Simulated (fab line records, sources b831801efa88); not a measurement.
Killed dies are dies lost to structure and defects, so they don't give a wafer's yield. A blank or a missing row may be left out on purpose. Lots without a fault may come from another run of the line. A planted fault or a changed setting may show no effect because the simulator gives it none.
Which tool did it? | flow sky130 | 11 lots, 33 wafers sampled, at 4 steps of a route of 708

WHAT THE GAUGES READ, wafer by wafer
SKY_NWELL_TW_MEAS_15. Usual: NWELL_TW 1821, standard deviation 11.
lot  | measured     | on            | NWELL_TW       | flag
L832 | day 4 18:28  | film_metro-03 | 1830 1823 1825 |
L834 | day 5 04:19  | film_metro-02 | 1801 1821 1813 |
L837 | day 6 02:55  | film_metro-01 | 1802 1804 1808 |
L839 | day 6 11:35  | film_metro-01 | 1812 1815 1809 |
L841 | day 7 00:04  | film_metro-02 | 1814 1815 1830 |
L842 | day 7 05:48  | film_metro-01 | 1814 1816 1816 |
L843 | day 7 11:23  | film_metro-02 | 1879 1890 1885 | OFF
L845 | day 7 22:58  | film_metro-02 | 1871 1887 1872 | OFF
L849 | day 8 23:54  | film_metro-03 | 1835 1833 1851 |
L851 | day 9 08:19  | film_metro-01 | 1823 1823 1822 |
L854 | day 10 03:34 | film_metro-02 | 1827 1825 1813 |

SKY_NWELL_RS_MEAS_29: measures by four-point-probe. Usual: NWELL_RS 624.8 ohm/sq, standard deviation 1.5.
lot  | measured     | on            | NWELL_RS (ohm/sq) | flag
L832 | day 5 12:23  | film_metro-02 | 624.7 623.9 625.5 |
L834 | day 5 22:56  | film_metro-03 | 624.6 625.4 624.5 |
L837 | day 6 22:44  | film_metro-02 | 624.5 626.0 624.1 |
L839 | day 7 07:37  | film_metro-03 | 624.6 625.0 624.3 |
L841 | day 7 20:16  | film_metro-01 | 626.5 626.0 625.3 |
L842 | day 8 02:34  | film_metro-02 | 625.4 625.7 624.6 |
L843 | day 8 08:46  | film_metro-02 | 589.8 588.1 587.9 | OFF
L845 | day 8 19:26  | film_metro-03 | 588.4 587.7 588.7 | OFF
L849 | day 9 20:58  | film_metro-02 | 623.3 623.8 625.1 |
L851 | day 10 06:37 | film_metro-03 | 627.2 625.6 627.5 |
L854 | day 11 02:29 | film_metro-02 | 626.8 627.3 627.0 |

SKY_CONTACT_BOW_MEAS_05. Usual: CONTACT_BOW 81 um, standard deviation 7.
lot  | measured     | on            | CONTACT_BOW (um) | flag
L832 | day 30 20:25 | film_metro-01 | 80 87 85         |
L834 | day 31 08:17 | film_metro-01 | 72 75 79         |
L837 | day 32 17:30 | film_metro-01 | 66 85 87         |
L839 | day 33 04:56 | film_metro-01 | 94 90 76         |
L841 | day 33 08:07 | film_metro-01 | 80 73 78         |
L842 | day 34 21:32 | film_metro-03 | 78 77 77         |
L843 | day 34 22:56 | film_metro-03 | 96 76 75         |
L845 | day 34 16:32 | film_metro-03 | 90 75 74         |
L849 | day 36 09:33 | film_metro-03 | 86 93 76         |
L851 | day 36 16:34 | film_metro-01 | 75 83 91         |
L854 | day 37 15:26 | film_metro-01 | 76 89 84         |

WHICH TOOL RAN EACH LOT (tool, then ch and the chambers of the sampled wafers, then the start)
lot  | SKY_NWELL_IMPLANT_11
L832 | implanter-04 ch 0, day 4 17:56
L834 | implanter-04 ch 0, day 5 03:47
L837 | implanter-02 ch 0, day 6 02:22
L839 | implanter-02 ch 0, day 6 11:04
L841 | implanter-03 ch 0, day 6 23:31
L842 | implanter-03 ch 0, day 7 05:15
L843 | implanter-02 ch 0, day 7 10:52
L845 | implanter-02 ch 0, day 7 22:25
L849 | implanter-03 ch 0, day 8 23:21
L851 | implanter-04 ch 0, day 9 07:46
L854 | implanter-03 ch 0, day 10 03:02
- SKY_NWELL_IMPLANT_11

WHAT THE TOOLS THEMSELVES READ (means of the sampled wafers that have a number; where no wafer has one, the mark that the record gives instead)
SKY_NWELL_IMPLANT_11. Usual: beam_on_s 10.00 s, standard deviation 0.2; dose_ions_cm2 1.9003e+13, standard deviation 2.1e+10; faraday_current_uA 107.1, standard deviation 2.2.
lot  | tool         | beam_on_s (s) | dose_ions_cm2 | faraday_current_uA | flag
L832 | implanter-04 | 9.98          | 1.8995e+13    | 107.4              |
L834 | implanter-04 | 10.07         | 1.9001e+13    | 106.0              |
L837 | implanter-02 | 10.15         | 1.8987e+13    | 105.6              |
L839 | implanter-02 | 10.04         | 1.9016e+13    | 106.7              |
L841 | implanter-03 | 10.10         | 1.9000e+13    | 106.3              |
L842 | implanter-03 | 10.22         | 1.8991e+13    | 104.4              |
L843 | implanter-02 | 10.09         | 2.1297e+13    | 119.5              | OFF
L845 | implanter-02 | 9.86          | 2.1349e+13    | 121.7              | OFF
L849 | implanter-03 | 9.99          | 1.9040e+13    | 107.0              |
L851 | implanter-04 | 10.19         | 1.8993e+13    | 105.1              |
L854 | implanter-03 | 10.03         | 1.9014e+13    | 106.6              |

THE ANSWER, worked out from the rows above alone
Rule: a lot is off if the mean of its wafers that have a number lies more than 3 standard deviations from the usual mean. A lot without any number at a reading at which 4 lots or more have one is off too. The other lots that the step has rows for count as sound. The gauges are gone through in route order, then the tools' own readings, and for those a lot's mean is taken as printed above. The first step at which some lot is off is used, and at that step the reading that is off furthest; a lot without a number counts as furthest.
Off: L843, L845, at SKY_NWELL_TW_MEAS_15 (NWELL_TW).
A tool fits if, at a process step before that reading, it ran every lot that is off, and no sound lot after the first of them. The gauges at SKY_NWELL_TW_MEAS_15 aren't tried: what is off there is off at SKY_NWELL_IMPLANT_11 too, on other tools, and a gauge's error can't cause that. One fits: implanter-02 at SKY_NWELL_IMPLANT_11. Its last sound lot is L839 (day 6 11:04), its first lot that is off L843 (day 7 10:52): a fault that began between those two fits.
The tool's own readings at SKY_NWELL_IMPLANT_11 bear it out: on the lots that are off they differ by more than 5 times the standard deviation of the sound lots' means. dose_ions_cm2 reads 2.1323e+13 there against 1.9004e+13 on the sound lots; faraday_current_uA reads 120.6 there against 106.1 on the sound lots.

WHAT THE SIMULATOR HAD PUT IN
Process parameter drift: implanter-02, from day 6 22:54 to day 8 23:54, at SKY_NWELL_IMPLANT_11. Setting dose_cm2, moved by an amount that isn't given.
Lots struck among those shown: L843, L845. The rule above found the same.
